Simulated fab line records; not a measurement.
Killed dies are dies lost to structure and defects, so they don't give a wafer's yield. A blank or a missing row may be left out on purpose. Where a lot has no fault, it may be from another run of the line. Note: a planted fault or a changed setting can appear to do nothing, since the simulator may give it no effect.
Which tool is to blame? || flow sky130 || 11 lots, 33 wafers sampled, at 1 step of a route of 708

== WHAT THE GAUGES SHOWED, per wafer ==
SKY_VIA1_CD_MEAS_12 targets a cd of 150 nm. Usual: cd_nm 149.4 nm, standard deviation 1.6.
{"lot": "L901", "measured": "day 34 11:40", "on": "cd_sem-02", "cd_nm (nm)": "149.1 149.1 149.7", "flag": ""}
{"lot": "L902", "measured": "day 34 14:56", "on": "cd_sem-01", "cd_nm (nm)": "147.6 147.6 148.4", "flag": ""}
{"lot": "L903", "measured": "day 34 20:17", "on": "cd_sem-01", "cd_nm (nm)": "147.9 148.4 149.4", "flag": ""}
{"lot": "L906", "measured": "day 35 20:54", "on": "cd_sem-01", "cd_nm (nm)": "147.0 148.1 146.8", "flag": ""}
{"lot": "L907", "measured": "day 36 12:02", "on": "cd_sem-02", "cd_nm (nm)": "150.9 150.2 149.4", "flag": ""}
{"lot": "L909", "measured": "day 37 05:03", "on": "cd_sem-02", "cd_nm (nm)": "150.3 152.3 152.2", "flag": ""}
{"lot": "L911", "measured": "day 37 18:13", "on": "cd_sem-02", "cd_nm (nm)": "150.5 151.6 150.1", "flag": ""}
{"lot": "L920", "measured": "day 41 00:47", "on": "cd_sem-01", "cd_nm (nm)": "150.3 149.8 150.9", "flag": ""}
{"lot": "L923", "measured": "day 41 11:44", "on": "cd_sem-01", "cd_nm (nm)": "152.2 154.0 150.4", "flag": ""}
{"lot": "L922", "measured": "day 41 14:22", "on": "cd_sem-02", "cd_nm (nm)": "148.6 149.0 147.2", "flag": ""}
{"lot": "L921", "measured": "day 41 17:57", "on": "cd_sem-02", "cd_nm (nm)": "151.6 149.8 150.0", "flag": ""}

== TOOL THAT RAN EACH LOT (tool first, then ch and the chambers of the sampled wafers, then the start) ==
There is no process step in the record ahead of these readings.

== WHAT THE TOOLS THEMSELVES READ (means of the sampled wafers that have a number; where no wafer has one, the mark that the record gives instead) ==
The record holds no such reading with a usual standard deviation.

== THE ANSWER, worked out from the rows above alone ==
Rule: a lot is off if the mean of its wafers that have a number lies more than 3 standard deviations from the usual mean. Also off: a lot with no number at a reading for which 4 or more lots have one. Any other lot the step has rows for is counted as sound. The gauges are gone through in route order, then the tools' own readings, and for those a lot's mean is taken as printed above. At the first step where some lot is off, the reading lying furthest off is the one used; lots without a number count as furthest.
Across all readings shown, no lot is off: no conclusion can be drawn from this.

== WHAT WAS PUT IN BY THE SIMULATOR ==
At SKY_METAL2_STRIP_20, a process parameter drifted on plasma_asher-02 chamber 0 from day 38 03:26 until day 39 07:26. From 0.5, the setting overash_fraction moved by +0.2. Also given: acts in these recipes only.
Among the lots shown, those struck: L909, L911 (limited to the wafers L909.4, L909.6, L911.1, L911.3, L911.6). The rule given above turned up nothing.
